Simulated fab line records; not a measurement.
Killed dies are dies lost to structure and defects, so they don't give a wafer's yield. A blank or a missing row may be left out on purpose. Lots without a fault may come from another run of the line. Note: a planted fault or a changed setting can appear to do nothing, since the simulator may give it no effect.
The tool behind it: which one? || flow sky130 || 18 wafers from 6 lots sampled at 4 of the route's 708 steps

## WHAT THE GAUGES READ, wafer by wafer
SKY_PAD_OPEN_BOW_MEAS_13.
{"lot": "L556", "measured": "day 46 08:59", "on": "film metro-02", "PAD_OPEN_BOW (um)": "59 53 41"}
{"lot": "L558", "measured": "day 46 14:44", "on": "film metro-01", "PAD_OPEN_BOW (um)": "42 42 45"}
{"lot": "L561", "measured": "day 47 16:08", "on": "film metro-04", "PAD_OPEN_BOW (um)": "43 36 47"}
{"lot": "L564", "measured": "day 48 08:01", "on": "film metro-02", "PAD_OPEN_BOW (um)": "30 49 40"}
{"lot": "L570", "measured": "day 49 17:02", "on": "film metro-04", "PAD_OPEN_BOW (um)": "41 54 67"}
{"lot": "L576", "measured": "day 50 22:58", "on": "film metro-04", "PAD_OPEN_BOW (um)": "36 32 38"}

## WHAT TOOL EACH LOT RAN ON (gives the tool, then ch and the chambers of the sampled wafers, and finally the start)
{"lot": "L556", "SKY_VIA3_CMP_02": "cmp-02 ch 0,1,2, day 39 09:53", "SKY_METAL4_ETCH_16": "rie metal-02 ch 0,1, day 42 11:24", "SKY_METAL5_STRIP_16": "plasma asher-02 ch 0,1, day 44 11:29"}
{"lot": "L558", "SKY_VIA3_CMP_02": "cmp-01 ch 0,1,3, day 39 13:56", "SKY_METAL4_ETCH_16": "rie metal-01 ch 0,1, day 42 16:58", "SKY_METAL5_STRIP_16": "plasma asher-03 ch 0,1, day 44 17:26"}
{"lot": "L561", "SKY_VIA3_CMP_02": "cmp-01 ch 1,2, day 40 19:13", "SKY_METAL4_ETCH_16": "rie metal-04 ch 0,1, day 43 21:15", "SKY_METAL5_STRIP_16": "plasma asher-03 ch 0,1, day 45 20:02"}
{"lot": "L564", "SKY_VIA3_CMP_02": "cmp-01 ch 0,1,3, day 41 12:04", "SKY_METAL4_ETCH_16": "rie metal-02 ch 0,1, day 44 12:13", "SKY_METAL5_STRIP_16": "plasma asher-04 ch 0, day 46 12:16"}
{"lot": "L570", "SKY_VIA3_CMP_02": "cmp-02 ch 0,1,3, day 43 07:49", "SKY_METAL4_ETCH_16": "rie metal-02 ch 0,1, day 46 06:13", "SKY_METAL5_STRIP_16": "plasma asher-04 ch 0, day 48 02:03"}
{"lot": "L576", "SKY_VIA3_CMP_02": "cmp-01 ch 1,2,3, day 45 02:41", "SKY_METAL4_ETCH_16": "rie metal-04 ch 0, day 47 19:40", "SKY_METAL5_STRIP_16": "plasma asher-04 ch 0,1, day 49 11:15"}
- SKY_VIA3_CMP_02: polishes SiO2.
- SKY_METAL4_ETCH_16: etches BARC in N2/H2, stops on SiO2, time 88.2 s, target depth 60 nm.
- SKY_METAL5_STRIP_16: strips in O2/N2.

## THE ANSWER, worked out from the rows above alone
Rule: the lots themselves supply what counts as usual. The widest of any qualifying gaps counts: lots, ordered by their means at a reading, are off when they make up no more than a third of the lots, leave a main group of 4 or more, and stand apart from it by 3 or more times the standard deviation of that group's means. Not used: any main group whose means are identical at the precision the tables above print for the reading. A lot without any number at a reading at which 4 lots or more have one is off too. The other lots that the step has rows for count as sound.
No lot is off at any reading shown: from this, nothing can be told.

## WHAT WAS PUT IN BY THE SIMULATOR
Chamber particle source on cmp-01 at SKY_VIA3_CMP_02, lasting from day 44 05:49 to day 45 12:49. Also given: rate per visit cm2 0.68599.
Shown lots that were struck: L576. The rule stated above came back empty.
